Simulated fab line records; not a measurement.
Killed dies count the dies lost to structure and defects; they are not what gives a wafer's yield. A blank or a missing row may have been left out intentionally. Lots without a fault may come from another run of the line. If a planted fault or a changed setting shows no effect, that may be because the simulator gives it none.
fab line records | flow sky130 | part 1 of 2: steps 1 to 24 of 34
[record] lots = 5 | wafers = 15 | lastDay = 48
route steps=708 shown METAL2@501 VIA2@507 METAL3@532
lots untouched by any fault: they come from a run of this same line in which no faults occurred
startH: the number of hours between the record's first day and the start of the first shown wafer of the lot | waitH: hours since the lot's step before | " identical to the entry in the row above | L1.1+2: a single row standing in for several wafers | - no value, or no start was given | * or withheld: withheld | < > ~ a bound
route shown NAME@n: names a module that has steps shown in the file, with the first one's number in the route | usual: mean/standard deviation taken from wafers without a fault | same: alike in all rows | chamber/n: place in a boat | sites: the reading at each site | _std_site: standard deviation of those values | _edge_site: mean of outer sites minus mean of inner sites | radiusMm: how far each site lies from the wafer's centre | mask NAME#n: copy n | behind: the tool/chamber that last shaped the wafer | hold: what put the lot on hold/how long, in hours/how the hold closed | device: the transistor (n, p or np) that didn't switch | end of line: tests run on the same wafers once the route is complete | for a step that has no rows: nothing shown but its recipe | killed: at the first sort, the dies lost to defects and structure; wafer yield is something else | map: a wafer's dies, marking killed ones x, the rest . and places with no die _
set.NAME: the run value of the setting; set.NAME@STEP: its run value at that earlier step | model.NAME: the simulator's own value behind a step, which no gauge read
certain route steps with their lots: each step a table, each wafer a row
services: the hour from which a tool's chamber was out of use, counted from the record's first day as startH (under 0 if before that day), plus the number of hours and why
[[steps]]
[step SKY_METAL2_ETCH_18]
[recipe] chemistry = N2/H2 | target = BARC | ionEnergyEv = 200 | biasW = 100 | pressureMtorr = 30 | n2FlowSccm = 100 | h2FlowSccm = 200 | icpW = 500 | stopOn = SiO2 | timeS = 45.9 | targetDepthA = 600
[usual] biasW = 99.96/0.27 | chamberPressureMTorr = 30.00/0.042 | drypumpMotorCurrentA = 5.8/0.45 | oesProductAu = 0.854/0.005 | throttleValvePct = 13.225/0.0085
lot.wafer | tool        | chamber | startH | waitH | biasW  | chamberPressureMTorr | drypumpMotorCurrentA | oesProductAu | rfHoursCounterH | throttleValvePct
L077.2    | rieMetal-01 | 1       | 830.67 | 0.0   | 99.44  | 29.99                | 6.4                  | 0.858        | 15              | 13.224
L077.3    | "           | 0       | "      | "     | 99.68  | 30.00                | 5.8                  | 0.846        | -               | 13.219
L077.4    | "           | 1       | "      | "     | 99.74  | 30.00                | 6.4                  | 0.848        | -               | 13.239
L082.1    | rieMetal-01 | 1       | 864.09 | 0.0   | 99.99  | 30.00                | 6.4                  | 0.858        | 17              | 13.220
L082.3    | "           | 1       | "      | "     | 100.04 | 30.02                | 6.4                  | 0.851        | -               | 13.232
L082.5    | "           | 1       | "      | "     | 100.07 | 30.02                | 6.4                  | 0.858        | -               | 13.211
L083.1    | rieMetal-04 | 1       | 876.44 | 0.0   | 100.64 | 29.99                | 5.0                  | 0.848        | 17              | 13.232
L083.2    | "           | 0       | "      | "     | 100.13 | 30.02                | 5.5                  | 0.858        | 12              | 13.217
L083.4    | "           | 1       | "      | "     | 100.00 | 30.01                | 5.0                  | 0.855        | -               | 13.214
L088.3    | rieMetal-04 | 0       | 905.86 | 0.0   | 99.98  | 29.98                | 5.5                  | 0.852        | -               | 13.215
L088.4    | "           | 1       | "      | "     | 99.56  | 29.98                | 5.0                  | 0.848        | -               | 13.217
L088.6    | "           | 0       | "      | "     | 100.13 | 30.00                | 5.5                  | 0.850        | -               | 13.223
L091.2    | rieMetal-02 | 1       | 931.05 | 0.0   | 99.64  | 29.95                | 6.2                  | 0.859        | 14              | 13.227
L091.3    | "           | 1       | "      | "     | 99.96  | 30.02                | 6.2                  | 0.852        | -               | 13.228
L091.4    | "           | 0       | "      | "     | 99.44  | 30.00                | 5.7                  | 0.859        | -               | 13.216
[step SKY_METAL2_METAL_ETCH_19]
[recipe] targetDepthA = 3600 | stopOn = SiO2 | overEtchFrac = 0.3 | timeS = 78 | chemistry = Cl2/BCl3 | resistSidewallDeg = 88 | pressureMtorr = 10 | icpW = 900 | biasW = 48.5 | Cl2_flow_sccm = 60 | bcl3FlowSccm = 30
[usual] biasW = 48.46/0.16 | chamberPressureMTorr = 10.000/0.0093 | drypumpMotorCurrentA = 5.7/0.45 | oesProductAu = 0.854/0.0058 | throttleValvePct = 22.264/0.0091
lot.wafer | tool        | chamber | startH | waitH | biasW | chamberPressureMTorr | drypumpMotorCurrentA | oesProductAu | rfHoursCounterH | throttleValvePct
L077.2    | rieMetal-01 | 1       | 830.73 | 0.0   | 48.28 | 9.997                | 6.4                  | 0.850        | 15              | 22.258
L077.3    | "           | 0       | "      | "     | 48.58 | 10.000               | 5.8                  | 0.859        | -               | 22.265
L077.4    | "           | 1       | "      | "     | 48.43 | 10.004               | 6.4                  | 0.852        | -               | 22.276
L082.1    | rieMetal-01 | 1       | 864.15 | 0.0   | 48.29 | 9.986                | 6.4                  | 0.856        | 17              | 22.253
L082.3    | "           | 1       | "      | "     | 48.46 | 10.005               | 6.4                  | 0.854        | -               | 22.271
L082.5    | "           | 1       | "      | "     | 48.35 | 9.994                | 6.4                  | 0.857        | -               | 22.268
L083.1    | rieMetal-04 | 1       | 876.50 | 0.0   | 48.64 | 10.011               | 5.0                  | 0.849        | 17              | 22.263
L083.2    | "           | 0       | "      | "     | 48.61 | 10.008               | 5.5                  | 0.849        | 12              | 22.271
L083.4    | "           | 1       | "      | "     | 48.45 | 9.991                | 5.0                  | 0.846        | -               | 22.245
L088.3    | rieMetal-04 | 0       | 905.93 | 0.1   | 48.51 | 9.997                | 5.5                  | 0.856        | -               | 22.259
L088.4    | "           | 1       | "      | "     | 48.31 | 10.014               | 5.0                  | 0.848        | -               | 22.268
L088.6    | "           | 0       | "      | "     | 48.14 | 9.993                | 5.5                  | 0.858        | -               | 22.285
L091.2    | rieMetal-02 | 1       | 931.12 | 0.0   | 48.38 | 9.995                | 6.2                  | 0.851        | 14              | 22.266
L091.3    | "           | 1       | "      | "     | 48.42 | 10.002               | 6.2                  | 0.858        | -               | 22.266
L091.4    | "           | 0       | "      | "     | 48.35 | 10.012               | 5.7                  | 0.855        | -               | 22.275
[step SKY_METAL2_STRIP_20]
[recipe] chemistry = O2/N2 | powerW = 1400 | pressureMtorr = 1500 | platenTempC = withheld | o2FlowSccm = 3000 | n2FlowSccm = 300 | overashFraction = 0.5
[usual] chamberPressureMTorr = 1500.0/1.4 | drypumpMotorCurrentA = 5.7/0.46 | oesProductAu = 0.343/0.0056 | stripTimeToEndpointS = 2.68/0.052
lot.wafer | tool           | chamber | startH | waitH | chamberPressureMTorr | drypumpMotorCurrentA | oesProductAu | rfHoursCounterH | stripTimeToEndpointS
L077.2    | plasmaAsher-04 | 0       | 830.82 | 0.1   | 1500.7               | 6.2                  | 0.342        | 40              | 2.68
L077.3    | "              | 1       | "      | "     | 1499.9               | 5.2                  | 0.336        | -               | 2.77
L077.4    | "              | 0       | "      | "     | 1500.0               | 6.2                  | 0.337        | -               | 2.70
L082.1    | plasmaAsher-04 | 1       | 864.24 | 0.1   | 1499.8               | 5.2                  | 0.343        | 44              | 2.64
L082.3    | "              | 1       | "      | "     | 1501.3               | 5.2                  | 0.342        | -               | 2.66
L082.5    | "              | 0       | "      | "     | 1500.4               | 6.1                  | 0.338        | -               | 2.62
L083.1    | plasmaAsher-04 | 1       | 876.59 | 0.1   | 1499.2               | 5.2                  | 0.341        | 45              | 2.67
L083.2    | "              | 0       | "      | "     | 1500.2               | 6.2                  | 0.337        | 45              | 2.66
L083.4    | "              | 0       | "      | "     | 1500.2               | 6.2                  | 0.347        | -               | 2.66
L088.3    | plasmaAsher-01 | 1       | 906.02 | 0.1   | 1501.5               | 5.0                  | 0.339        | -               | 2.57
L088.4    | "              | 0       | "      | "     | 1501.2               | 6.4                  | 0.339        | -               | 2.67
L088.6    | "              | 1       | "      | "     | 1498.8               | 5.0                  | 0.338        | -               | 2.57
L091.2    | plasmaAsher-01 | 1       | 931.21 | 0.1   | 1502.6               | 5.0                  | 0.346        | 18              | 2.70
L091.3    | "              | 0       | "      | "     | 1500.3               | 6.4                  | 0.349        | -               | 2.71
L091.4    | "              | 1       | "      | "     | 1500.4               | 5.0                  | 0.343        | -               | 2.72
[step SKY_METAL2_STRIP_21]
[recipe] chemistry = postEtchResidueRemover | timeS = 1200 | tempC = 72.5
[usual] bathHeatDutyPct = 14.7/1.3
lot.wafer | tool        | chamber | startH | waitH | bathHeatDutyPct
L077.2    | wetBench-03 | 0       | 830.92 | 0.1   | 14.1
L077.3    | "           | 0       | "      | "     | 14.2
L077.4    | "           | 0       | "      | "     | 13.4
L082.1    | wetBench-03 | 0       | 864.34 | 0.1   | 12.6
L082.3    | "           | 0       | "      | "     | 14.8
L082.5    | "           | 0       | "      | "     | 15.0
L083.1    | wetBench-04 | 0       | 876.69 | 0.1   | 14.8
L083.2    | "           | 0       | "      | "     | 15.0
L083.4    | "           | 0       | "      | "     | 14.6
L088.3    | wetBench-01 | 2       | 906.09 | 0.0   | 13.9
L088.4    | "           | 2       | "      | "     | 12.8
L088.6    | "           | 2       | "      | "     | 13.6
L091.2    | wetBench-04 | 1       | 931.31 | 0.1   | 18.6
L091.3    | "           | 1       | "      | "     | 15.7
L091.4    | "           | 1       | "      | "     | 17.8
[step SKY_METAL2_CLEAN_22]
[recipe] chemistry = IPA | timeS = 180 | tempC = 25
[usual] bathHeatDutyPct = 6.5/0.76
lot.wafer | tool        | chamber | startH | waitH | bathHeatDutyPct
L077.2    | wetBench-04 | 0       | 831.29 | 0.0   | 7.0
L077.3    | "           | 0       | "      | "     | 6.9
L077.4    | "           | 0       | "      | "     | 6.6
L082.1    | wetBench-01 | 2       | 864.68 | 0.0   | 5.2
L082.3    | "           | 2       | "      | "     | 6.7
L082.5    | "           | 2       | "      | "     | 5.7
L083.1    | wetBench-04 | 3       | 877.03 | 0.0   | 6.2
L083.2    | "           | 3       | "      | "     | 6.8
L083.4    | "           | 3       | "      | "     | 6.6
L088.3    | wetBench-03 | 2       | 906.46 | 0.0   | 7.6
L088.4    | "           | 2       | "      | "     | 5.8
L088.6    | "           | 2       | "      | "     | 6.6
L091.2    | wetBench-01 | 0       | 931.68 | 0.0   | 7.6
L091.3    | "           | 0       | "      | "     | 7.5
L091.4    | "           | 0       | "      | "     | 7.1
[step SKY_METAL2_CLEAN_23]
[recipe] chemistry = O3/DIW | dry = n2Spin
lot.wafer  | tool        | chamber | startH | waitH
L077.2+3+4 | wetBench-03 | 1       | 831.35 | 0.0
L082.1+3+5 | wetBench-03 | 1       | 864.74 | 0.0
L083.1+2+4 | wetBench-04 | 3       | 877.09 | 0.0
L088.3+4+6 | wetBench-04 | 1       | 906.59 | 0.0
L091.2+3+4 | wetBench-03 | 2       | 931.74 | 0.0
[step SKY_VIA2_HDPCVD_00]
[recipe] material = SiO2 | targetThkNm = 1180 | sigmaOpenFrac = 0.3 | timeS = 196.7 | tempC = 400 | sih4FlowSccm = 60 | pressureMtorr = 6
[usual] sih4FlowSccm = 59.99/0.18
lot.wafer | tool      | chamber | startH | waitH | sih4FlowSccm
L077.2    | hdpcvd-02 | 1       | 831.45 | 0.0   | 59.88
L077.3    | "         | 2       | "      | "     | 60.15
L077.4    | "         | 1       | "      | "     | 59.57
L082.1    | hdpcvd-02 | 0       | 864.83 | 0.0   | 60.37
L082.3    | "         | 1       | "      | "     | 60.21
L082.5    | "         | 0       | "      | "     | 60.53
L083.1    | hdpcvd-01 | 1       | 877.18 | 0.0   | 60.02
L083.2    | "         | 0       | "      | "     | 59.70
L083.4    | "         | 2       | "      | "     | 60.10
L088.3    | hdpcvd-02 | 1       | 906.69 | 0.0   | 59.78
L088.4    | "         | 2       | "      | "     | 59.94
L088.6    | "         | 0       | "      | "     | 60.25
L091.2    | hdpcvd-02 | 2       | 931.94 | 0.0   | 60.31
L091.3    | "         | 0       | "      | "     | 60.05
L091.4    | "         | 2       | "      | "     | 60.11
[step SKY_VIA2_THK_MEAS_01]
[recipe] reads = SiO2_of_VIA2_HDPCVD_00
[usual] VIA2_HDPCVD_THK = 1186/14
lot.wafer | tool         | chamber | startH | waitH | VIA2_HDPCVD_THK[nm]
L077.2    | filmMetro-01 | -       | 831.59 | 0.1   | 1181
L077.3    | "            | -       | "      | "     | 1170
L077.4    | "            | -       | "      | "     | 1173
L082.1    | filmMetro-01 | -       | 864.96 | 0.1   | 1209
L082.3    | "            | -       | "      | "     | 1196
L082.5    | "            | -       | "      | "     | 1185
L083.1    | filmMetro-01 | -       | 877.31 | 0.1   | 1173
L083.2    | "            | -       | "      | "     | 1164
L083.4    | "            | -       | "      | "     | 1167
L088.3    | filmMetro-02 | -       | 906.84 | 0.1   | 1180
L088.4    | "            | -       | "      | "     | 1174
L088.6    | "            | -       | "      | "     | 1168
L091.2    | filmMetro-03 | -       | 932.08 | 0.1   | 1185
L091.3    | "            | -       | "      | "     | 1167
L091.4    | "            | -       | "      | "     | 1195
[step SKY_VIA2_CMP_02]
[recipe] material = SiO2 | downForcePsi = 4 | platenRpm = 60 | padVelocityMS = 0.94248
[usual] motorCurrentA = 11.7/1
lot.wafer | tool   | chamber | startH | waitH | motorCurrentA
L077.3    | cmp-01 | 3       | 831.64 | 0.0   | 11.8
L077.2    | "      | 0       | "      | "     | 10.1
L077.4    | "      | 1       | "      | "     | 11.8
L082.3    | cmp-01 | 3       | 865.02 | 0.0   | 11.7
L082.1    | "      | 0       | "      | "     | 10.6
L082.5    | "      | 0       | "      | "     | 10.0
L083.2    | cmp-02 | 1       | 877.42 | 0.1   | 12.5
L083.4    | "      | 2       | "      | "     | 13.7
L083.1    | "      | 3       | "      | "     | 10.3
L088.4    | cmp-02 | 0       | 906.88 | 0.0   | 11.6
L088.3    | "      | 1       | "      | "     | 12.5
L088.6    | "      | 1       | "      | "     | 12.8
L091.3    | cmp-01 | 1       | 932.13 | 0.0   | 12.2
L091.4    | "      | 2       | "      | "     | 11.9
L091.2    | "      | 0       | "      | "     | 10.0
[step SKY_VIA2_BOW_MEAS_03]
[recipe] mode = bow
[usual] VIA2_BOW = 84/6.5
lot.wafer | tool         | chamber | startH | waitH | VIA2_BOW[um]
L077.2    | filmMetro-01 | -       | 831.96 | 0.2   | 86
L077.3    | "            | -       | "      | "     | 81
L077.4    | "            | -       | "      | "     | 89
L082.1    | filmMetro-02 | -       | 865.32 | 0.2   | 85
L082.3    | "            | -       | "      | "     | 82
L082.5    | "            | -       | "      | "     | 80
L083.1    | filmMetro-02 | -       | 877.67 | 0.1   | 90
L083.2    | "            | -       | "      | "     | 81
L083.4    | "            | -       | "      | "     | 91
L088.3    | filmMetro-02 | -       | 907.22 | 0.2   | 86
L088.4    | "            | -       | "      | "     | 89
L088.6    | "            | -       | "      | "     | 81
L091.2    | filmMetro-01 | -       | 932.45 | 0.1   | 78
L091.3    | "            | -       | "      | "     | 81
L091.4    | "            | -       | "      | "     | 73
[step SKY_VIA2_DEHYDRATE_04]
[recipe] tempC = 200 | timeS = 60
lot.wafer  | tool          | chamber | startH | waitH
L077.2+3+4 | lithoTrack-01 | 0       | 844.47 | 12.5
L082.1+3+5 | lithoTrack-04 | 0       | 878.13 | 12.8
L083.1+2+4 | lithoTrack-04 | 0       | 890.18 | 12.5
L088.3+4+6 | lithoTrack-04 | 0       | 920.43 | 13.2
L091.2+3+4 | lithoTrack-02 | 0       | 945.24 | 12.8
[step SKY_VIA2_HMDS_05]
[recipe] primeTimeS = 60 | primeTempC = 120
lot.wafer  | tool          | chamber | startH | waitH
L077.2+3+4 | lithoTrack-01 | 0       | 844.62 | 0.1
L082.1+3+5 | lithoTrack-04 | 0       | 878.28 | 0.1
L083.1+2+4 | lithoTrack-04 | 0       | 890.33 | 0.1
L088.3+4+6 | lithoTrack-04 | 0       | 920.58 | 0.1
L091.2+3+4 | lithoTrack-02 | 0       | 945.39 | 0.1
[step SKY_VIA2_COAT_06]
[recipe] resist = BARC | tempC = withheld | timeS = withheld | spinRpm = 3000 | resistThkNm = 60
[usual] spinSpeedRpm = 3000.0/1.9
lot.wafer | tool          | chamber | startH | waitH | spinSpeedRpm
L077.2    | lithoTrack-01 | 0       | 844.77 | 0.1   | 3003.1
L077.3    | "             | 0       | "      | "     | 2999.9
L077.4    | "             | 0       | "      | "     | 2997.7
L082.1    | lithoTrack-04 | 0       | 878.43 | 0.1   | 3000.4
L082.3    | "             | 0       | "      | "     | 3001.4
L082.5    | "             | 0       | "      | "     | 3001.9
L083.1    | lithoTrack-04 | 0       | 890.48 | 0.1   | 2998.5
L083.2    | "             | 0       | "      | "     | 2998.4
L083.4    | "             | 0       | "      | "     | 2997.6
L088.3    | lithoTrack-04 | 0       | 920.73 | 0.1   | 3000.2
L088.4    | "             | 0       | "      | "     | 3002.5
L088.6    | "             | 0       | "      | "     | 2999.6
L091.2    | lithoTrack-02 | 0       | 945.54 | 0.1   | 3004.4
L091.3    | "             | 0       | "      | "     | 3001.5
L091.4    | "             | 0       | "      | "     | 2998.7
[step SKY_VIA2_COAT_07]
[recipe] resist = KrF-thick | spinRpm = 3000 | resistThkNm = 450
[usual] spinSpeedRpm = 3000.0/2
lot.wafer | tool          | chamber | startH | waitH | spinSpeedRpm
L077.2    | lithoTrack-01 | 0       | -      | -     | 3000.3
L077.3    | "             | 0       | "      | "     | 2998.1
L077.4    | "             | 0       | "      | "     | 3001.2
L082.1    | lithoTrack-04 | 0       | -      | -     | 3001.0
L082.3    | "             | 0       | "      | "     | 3002.1
L082.5    | "             | 0       | "      | "     | 3002.0
L083.1    | lithoTrack-04 | 0       | -      | -     | 2999.3
L083.2    | "             | 0       | "      | "     | 2999.0
L083.4    | "             | 0       | "      | "     | 2998.7
L088.3    | lithoTrack-04 | 0       | -      | -     | 2997.7
L088.4    | "             | 0       | "      | "     | 3002.3
L088.6    | "             | 0       | "      | "     | 2999.5
L091.2    | lithoTrack-02 | 0       | -      | -     | 2998.3
L091.3    | "             | 0       | "      | "     | 3002.8
L091.4    | "             | 0       | "      | "     | 2999.7
[step SKY_VIA2_SOFTBAKE_08]
[recipe] tempC = 100 | timeS = 90 | resist = KrF-thick
lot.wafer  | tool          | chamber | startH | waitH
L077.2+3+4 | lithoTrack-01 | 0       | -      | -
L082.1+3+5 | lithoTrack-04 | 0       | -      | -
L083.1+2+4 | lithoTrack-04 | 0       | -      | -
L088.3+4+6 | lithoTrack-04 | 0       | -      | -
L091.2+3+4 | lithoTrack-02 | 0       | -      | -
[step SKY_VIA2_EXPOSE_09]
[recipe] maskId = VIM2 | na = 0.8 | sourceShape = annular | sigmaInner = 0.55 | sigmaOuter = 0.85 | targetCdNm = 200 | doseMj = 38
lot.wafer  | tool          | chamber | startH | waitH | mask
L077.2+3+4 | krfScanner-02 | 0       | -      | -     | VIM2#0
L082.1+3+5 | krfScanner-02 | 0       | -      | -     | VIM2#0
L083.1+2+4 | krfScanner-02 | 0       | -      | -     | VIM2#0
L088.3+4+6 | krfScanner-01 | 0       | -      | -     | VIM2#0
L091.2+3+4 | krfScanner-01 | 0       | -      | -     | VIM2#0
[step SKY_VIA2_PEB_10]
[recipe] pebTempC = withheld | pebTimeS = withheld | resist = KrF-thick
lot.wafer  | tool          | chamber | startH | waitH
L077.2+3+4 | lithoTrack-04 | 0       | -      | -
L082.1+3+5 | lithoTrack-04 | 0       | -      | -
L083.1+2+4 | lithoTrack-04 | 0       | -      | -
L088.3+4+6 | lithoTrack-04 | 0       | -      | -
L091.2+3+4 | lithoTrack-02 | 0       | -      | -
[step SKY_VIA2_DEVELOP_11]
[recipe] developTimeS = 60 | resist = KrF-thick | devTempC = 21
[same] developTimeS = 60
lot.wafer  | tool          | chamber | startH | waitH
L077.2+3+4 | lithoTrack-04 | 0       | -      | -
L082.1+3+5 | lithoTrack-04 | 0       | -      | -
L083.1+2+4 | lithoTrack-04 | 0       | -      | -
L088.3+4+6 | lithoTrack-04 | 0       | -      | -
L091.2+3+4 | lithoTrack-02 | 0       | -      | -
[step SKY_VIA2_CD_MEAS_12]
[recipe] targetCdNm = 200
[usual] cdNm = 199.8/1.3
lot.wafer | tool     | chamber | startH | waitH | cdNm
L077.2    | cdSem-01 | -       | 858.50 | -     | 198.6
L077.3    | "        | -       | "      | "     | 199.2
L077.4    | "        | -       | "      | "     | 199.9
L082.1    | cdSem-02 | -       | 891.93 | -     | 200.4
L082.3    | "        | -       | "      | "     | 200.7
L082.5    | "        | -       | "      | "     | 200.4
L083.1    | cdSem-01 | -       | 903.73 | -     | 200.7
L083.2    | "        | -       | "      | "     | 198.3
L083.4    | "        | -       | "      | "     | 199.2
L088.3    | cdSem-02 | -       | 934.17 | -     | 199.5
L088.4    | "        | -       | "      | "     | 201.0
L088.6    | "        | -       | "      | "     | 201.8
L091.2    | cdSem-02 | -       | 958.69 | -     | 202.0
L091.3    | "        | -       | "      | "     | 201.5
L091.4    | "        | -       | "      | "     | 201.4
[step SKY_VIA2_OVL_MEAS_13]
[usual] VIA2_OVL = 1/5.2
lot.wafer | tool       | chamber | startH | waitH | VIA2_OVL[nm]
L077.2    | overlay-01 | -       | 858.61 | 0.1   | 4
L077.3    | "          | -       | "      | "     | 7
L077.4    | "          | -       | "      | "     | 1
L082.1    | overlay-02 | -       | 892.05 | 0.1   | 4
L082.3    | "          | -       | "      | "     | 10
L082.5    | "          | -       | "      | "     | 7
L083.1    | overlay-01 | -       | 903.85 | 0.1   | -2
L083.2    | "          | -       | "      | "     | -4
L083.4    | "          | -       | "      | "     | -4
L088.3    | overlay-01 | -       | 934.26 | 0.1   | 7
L088.4    | "          | -       | "      | "     | 7
L088.6    | "          | -       | "      | "     | 5
L091.2    | overlay-02 | -       | 958.80 | 0.1   | -4
L091.3    | "          | -       | "      | "     | -2
L091.4    | "          | -       | "      | "     | -6
[step SKY_VIA2_ETCH_14]
[recipe] chemistry = N2/H2 | target = BARC | ionEnergyEv = 200 | sourceW = 500 | biasW = 100 | pressureMtorr = 30 | n2FlowSccm = 100 | h2FlowSccm = 200 | stopOn = SiO2 | timeS = 45.9 | targetDepthA = 600
[usual] biasW = 100.03/0.28 | chamberPressureMTorr = 29.998/0.023 | drypumpMotorCurrentA = 5.8/0.34 | oesProductAu = 0.855/0.0048 | throttleValvePct = 13.225/0.01
lot.wafer | tool       | chamber | startH | waitH | biasW  | chamberPressureMTorr | drypumpMotorCurrentA | oesProductAu | rfHoursCounterH | throttleValvePct
L077.2    | rieDiel-04 | 1       | 858.64 | 0.0   | 99.60  | 29.970               | 5.8                  | 0.860        | 2               | 13.227
L077.3    | "          | 2       | "      | "     | 100.06 | 30.014               | 6.4                  | 0.848        | 2               | 13.234
L077.4    | "          | 0       | "      | "     | 100.00 | 29.980               | 5.9                  | 0.858        | 9               | 13.222
L082.1    | rieDiel-03 | 3       | 892.09 | 0.0   | 100.24 | 30.018               | 6.3                  | 0.852        | 16              | 13.212
L082.3    | "          | 2       | "      | "     | 100.56 | 30.000               | 5.5                  | 0.861        | 9               | 13.218
L082.5    | "          | 2       | "      | "     | 100.09 | 30.045               | 5.6                  | 0.852        | -               | 13.216
L083.1    | rieDiel-03 | 1       | 903.89 | 0.0   | 100.07 | 30.008               | 5.3                  | 0.865        | 22              | 13.212
L083.2    | "          | 0       | "      | "     | 100.13 | 30.033               | 5.8                  | 0.851        | 24              | 13.207
L083.4    | "          | 2       | "      | "     | 100.18 | 29.946               | 5.6                  | 0.846        | 9               | 13.216
L088.3    | rieDiel-01 | 0       | 934.29 | 0.0   | 100.34 | 29.990               | 6.0                  | 0.852        | 7               | 13.220
L088.4    | "          | 3       | "      | "     | 100.24 | 30.016               | 5.6                  | 0.856        | 26              | 13.241
L088.6    | "          | 2       | "      | "     | 99.29  | 29.996               | 5.9                  | 0.848        | -               | 13.219
L091.2    | rieDiel-01 | 1       | 958.83 | 0.0   | 100.18 | 30.004               | 6.0                  | 0.847        | 7               | 13.223
L091.3    | "          | 3       | "      | "     | 99.79  | 29.997               | 5.6                  | 0.849        | 27              | 13.228
L091.4    | "          | 2       | "      | "     | 100.40 | 29.950               | 5.9                  | 0.857        | 18              | 13.223
[step SKY_VIA2_ETCH_15]
[recipe] target = SiO2 | chemistry = C4F8/O2/Ar | targetDepthNm = 546 | stopOn = TiN | maskMaterial = KrF-thick | sourceW = 1500 | biasW = 1200 | pressureMtorr = 40 | c4f8FlowSccm = withheld | O2_flow_sccm = 6 | Ar_flow_sccm = 300 | timeS = 84
[usual] biasW = 1200/3.7 | chamberPressureMTorr = 40.00/0.033 | oesProductAu = 0.939/0.0043
lot.wafer | tool       | chamber | startH | waitH | biasW | chamberPressureMTorr | oesProductAu | rfHoursCounterH
L077.2    | rieDiel-04 | 1       | 858.68 | 0.0   | 1201  | 40.00                | 0.942        | 2
L077.3    | "          | 2       | "      | "     | 1202  | 40.02                | 0.940        | 2
L077.4    | "          | 0       | "      | "     | 1204  | 40.03                | 0.946        | 9
L082.1    | rieDiel-03 | 3       | 892.13 | 0.0   | 1197  | 39.99                | 0.937        | 16
L082.3    | "          | 2       | "      | "     | 1202  | 39.95                | 0.942        | 9
L082.5    | "          | 2       | "      | "     | 1200  | 40.01                | 0.939        | -
L083.1    | rieDiel-03 | 1       | 903.93 | 0.0   | 1196  | 40.01                | 0.943        | 22
L083.2    | "          | 0       | "      | "     | 1197  | 39.95                | 0.935        | 24
L083.4    | "          | 2       | "      | "     | 1203  | 39.98                | 0.938        | 9
L088.3    | rieDiel-01 | 0       | 934.33 | 0.0   | 1201  | 40.02                | 0.938        | 7
L088.4    | "          | 3       | "      | "     | 1201  | 39.97                | 0.948        | 26
L088.6    | "          | 2       | "      | "     | 1201  | 39.99                | 0.940        | -
L091.2    | rieDiel-01 | 1       | 958.87 | 0.0   | 1201  | 40.03                | 0.940        | 8
L091.3    | "          | 3       | "      | "     | 1198  | 40.06                | 0.944        | 27
L091.4    | "          | 2       | "      | "     | 1201  | 39.99                | 0.941        | 18
[step SKY_VIA2_STRIP_16]
[recipe] chemistry = O2/N2 | powerW = 1400 | pressureMtorr = 1500 | platenTempC = withheld | o2FlowSccm = 3000 | n2FlowSccm = 300 | overashFraction = 0.5
[usual] chamberPressureMTorr = 1500.0/1.4 | drypumpMotorCurrentA = 5.7/0.51 | oesProductAu = 0.398/0.0046 | stripTimeToEndpointS = 4.046/0.026
lot.wafer | tool           | chamber | startH | waitH | chamberPressureMTorr | drypumpMotorCurrentA | oesProductAu | rfHoursCounterH | stripTimeToEndpointS
L077.2    | plasmaAsher-02 | 0       | 858.74 | 0.0   | 1502.0               | 6.1                  | 0.398        | 99              | 4.035
L077.3    | "              | 0       | "      | "     | 1503.2               | 6.1                  | 0.401        | -               | 4.029
L077.4    | "              | 1       | "      | "     | 1501.2               | 5.4                  | 0.395        | -               | 4.027
L082.1    | plasmaAsher-01 | 1       | 892.19 | 0.0   | 1500.2               | 4.9                  | 0.398        | 15              | 4.074
L082.3    | "              | 0       | "      | "     | 1499.3               | 6.4                  | 0.393        | -               | 4.053
L082.5    | "              | 0       | "      | "     | 1501.3               | 6.4                  | 0.391        | -               | 4.049
L083.1    | plasmaAsher-02 | 0       | 903.99 | 0.0   | 1500.3               | 6.1                  | 0.401        | 103             | 4.006
L083.2    | "              | 1       | "      | "     | 1499.2               | 5.5                  | 0.397        | 103             | 4.015
L083.4    | "              | 1       | "      | "     | 1501.2               | 5.5                  | 0.395        | -               | 4.064
L088.3    | plasmaAsher-02 | 1       | 934.43 | 0.1   | 1502.1               | 5.4                  | 0.401        | -               | 4.017
L088.4    | "              | 0       | "      | "     | 1498.9               | 6.1                  | 0.403        | -               | 4.060
L088.6    | "              | 0       | "      | "     | 1500.8               | 6.1                  | 0.394        | -               | 4.046
L091.2    | plasmaAsher-01 | 0       | 958.93 | 0.0   | 1500.8               | 6.4                  | 0.402        | 21              | 4.041
L091.3    | "              | 0       | "      | "     | 1500.1               | 6.4                  | 0.403        | -               | 4.038
L091.4    | "              | 1       | "      | "     | 1499.4               | 5.0                  | 0.389        | -               | 4.048
[step SKY_VIA2_STRIP_17]
[recipe] chemistry = postEtchResidueRemover | timeS = 1200 | tempC = 72.5
[usual] bathHeatDutyPct = 14.6/1.5
lot.wafer | tool        | chamber | startH | waitH | bathHeatDutyPct
L077.2    | wetBench-03 | 2       | 858.84 | 0.1   | 15.9
L077.3    | "           | 2       | "      | "     | 15.7
L077.4    | "           | 2       | "      | "     | 15.0
L082.1    | wetBench-01 | 1       | 892.29 | 0.1   | 15.9
L082.3    | "           | 1       | "      | "     | 16.6
L082.5    | "           | 1       | "      | "     | 17.0
L083.1    | wetBench-02 | 0       | 904.09 | 0.1   | 14.5
L083.2    | "           | 0       | "      | "     | 14.5
L083.4    | "           | 0       | "      | "     | 13.5
L088.3    | wetBench-03 | 0       | 934.49 | 0.0   | 13.6
L088.4    | "           | 0       | "      | "     | 15.0
L088.6    | "           | 0       | "      | "     | 14.1
L091.2    | wetBench-02 | 2       | 959.03 | 0.1   | 11.8
L091.3    | "           | 2       | "      | "     | 13.3
L091.4    | "           | 2       | "      | "     | 13.8
